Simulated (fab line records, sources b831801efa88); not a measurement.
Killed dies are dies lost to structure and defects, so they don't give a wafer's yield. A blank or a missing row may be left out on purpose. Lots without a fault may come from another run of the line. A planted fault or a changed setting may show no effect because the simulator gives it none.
Chamber matching | flow sky130 | SKY_VIA1_CMP_24 on cmp-02: 4 sister chambers
The step polishes, stops on SiO2, t overpolish 15 s, target thk 0 nm. 4 wafers are shown with their chamber, then 12 later ones without.

WAFERS WITH THEIR CHAMBER
wafer  | chamber | motor_current_A (A)
L082.5 | 1       | 14.2
L088.1 | 3       | 10.0
L088.3 | 2       | 10.8
L088.4 | 0       | 10.6

WAFERS WITHOUT THEIR CHAMBER
wafer  | motor_current_A (A)
L090.1 | 13.4
L090.2 | 10.1
L090.6 | 14.2
L091.1 | 10.2
L091.5 | 10.0
L091.6 | 13.4
L094.2 | 11.5
L094.3 | 10.3
L094.5 | 13.6
L096.1 | 13.5
L096.3 | 10.6
L096.4 | 11.3

WHICH CHAMBER EACH WENT THROUGH
wafer  | from the rows above          | in truth
L090.1 | 1                            | 1
L090.2 | can't be placed: 3 or 0 or 2 | 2
L090.6 | 1                            | 1
L091.1 | can't be placed: 3 or 0 or 2 | 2
L091.5 | can't be placed: 3 or 0 or 2 | 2
L091.6 | 1                            | 1
L094.2 | can't be placed: 2 or 0 or 3 | 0
L094.3 | can't be placed: 0 or 3 or 2 | 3
L094.5 | 1                            | 1
L096.1 | 1                            | 1
L096.3 | can't be placed: 0 or 2 or 3 | 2
L096.4 | can't be placed: 2 or 0 or 3 | 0
Placed correctly: 5 of 12. Can't be placed from these rows: 7 (the true chamber is among the candidates in 7). Placed wrongly: 0.
How it was worked out, from the rows above alone: a wafer's distance from a chamber is the root of the sum, over the readings, of the square of ((its reading less the chamber's mean) divided by the reading's scatter). The wafer belongs to the nearest chamber; if the next one is less than 2 further off, it can't be placed. A chamber's mean is the mean of its shown wafers. The scatter: with one shown wafer a chamber, the root of the mean of the squares of how far each hidden wafer lies from its nearest shown one.
